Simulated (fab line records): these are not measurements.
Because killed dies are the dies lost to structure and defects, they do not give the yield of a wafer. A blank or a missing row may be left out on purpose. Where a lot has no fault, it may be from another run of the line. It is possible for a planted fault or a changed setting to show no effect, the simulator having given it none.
What tool caused it? || flow sky130 || 21 wafers from 7 lots sampled at 2 of the route's 708 steps

WHAT THE GAUGES READ, wafer by wafer
SKY_RES_XHIGH_TW_MEAS_09.
{"lot": "L453", "measured": "day 24 13:01", "on": "filmMetro-02", "RES_XHIGH_TW": "1631 1631 1635"}
{"lot": "L456", "measured": "day 25 14:46", "on": "filmMetro-02", "RES_XHIGH_TW": "30 30 30"}
{"lot": "L458", "measured": "day 26 14:13", "on": "filmMetro-02", "RES_XHIGH_TW": "1633 1630 1630"}
{"lot": "L464", "measured": "day 27 18:46", "on": "filmMetro-02", "RES_XHIGH_TW": "1622 1632 1627"}
{"lot": "L466", "measured": "day 28 21:08", "on": "filmMetro-01", "RES_XHIGH_TW": "1624 1633 1627"}
{"lot": "L469", "measured": "day 37 11:16", "on": "filmMetro-02", "RES_XHIGH_TW": "1631 1633 1630"}
{"lot": "L473", "measured": "day 37 14:31", "on": "filmMetro-02", "RES_XHIGH_TW": "1634 1640 1634"}

TOOL THAT RAN EACH LOT (tool first, then ch and the chambers of the sampled wafers, then the start)
{"lot": "L453", "SKY_RES_XHIGH_IMPLANT_07": "implanter-01 ch 0, day 24 12:46"}
{"lot": "L456", "SKY_RES_XHIGH_IMPLANT_07": "implanter-01, day 25 14:07"}
{"lot": "L458", "SKY_RES_XHIGH_IMPLANT_07": "implanter-04 ch 0, day 26 13:59"}
{"lot": "L464", "SKY_RES_XHIGH_IMPLANT_07": "implanter-01 ch 0, day 27 18:31"}
{"lot": "L466", "SKY_RES_XHIGH_IMPLANT_07": "implanter-03 ch 0, day 28 20:53"}
{"lot": "L469", "SKY_RES_XHIGH_IMPLANT_07": "implanter-04 ch 0, day 37 11:02"}
{"lot": "L473", "SKY_RES_XHIGH_IMPLANT_07": "implanter-01 ch 0, day 37 14:17"}
- SKY_RES_XHIGH_IMPLANT_07

THE ANSWER, worked out from the rows above alone
Rule: what is usual is taken from the lots themselves. The widest of any qualifying gaps counts: lots, ordered by their means at a reading, are off when they make up no more than a third of the lots, leave a main group of 4 or more, and stand apart from it by 3 or more times the standard deviation of that group's means. If all means in a main group match to the digits the tables above print for the reading, that group is not used. Also off: a lot with no number at a reading for which 4 or more lots have one. Any other lot the step has rows for is counted as sound.
Off: L456, at SKY_RES_XHIGH_TW_MEAS_09 (RES_XHIGH_TW). Mean 1631 and standard deviation 2.9 in the main group.
If a tool, at a process step before that reading, ran all the lots that are off and no sound lot after the first of them, it fits. Gauges at SKY_RES_XHIGH_TW_MEAS_09: tried the same way as those tools. No candidate that was tried fits.

WHAT HAD BEEN PUT IN BY THE SIMULATOR
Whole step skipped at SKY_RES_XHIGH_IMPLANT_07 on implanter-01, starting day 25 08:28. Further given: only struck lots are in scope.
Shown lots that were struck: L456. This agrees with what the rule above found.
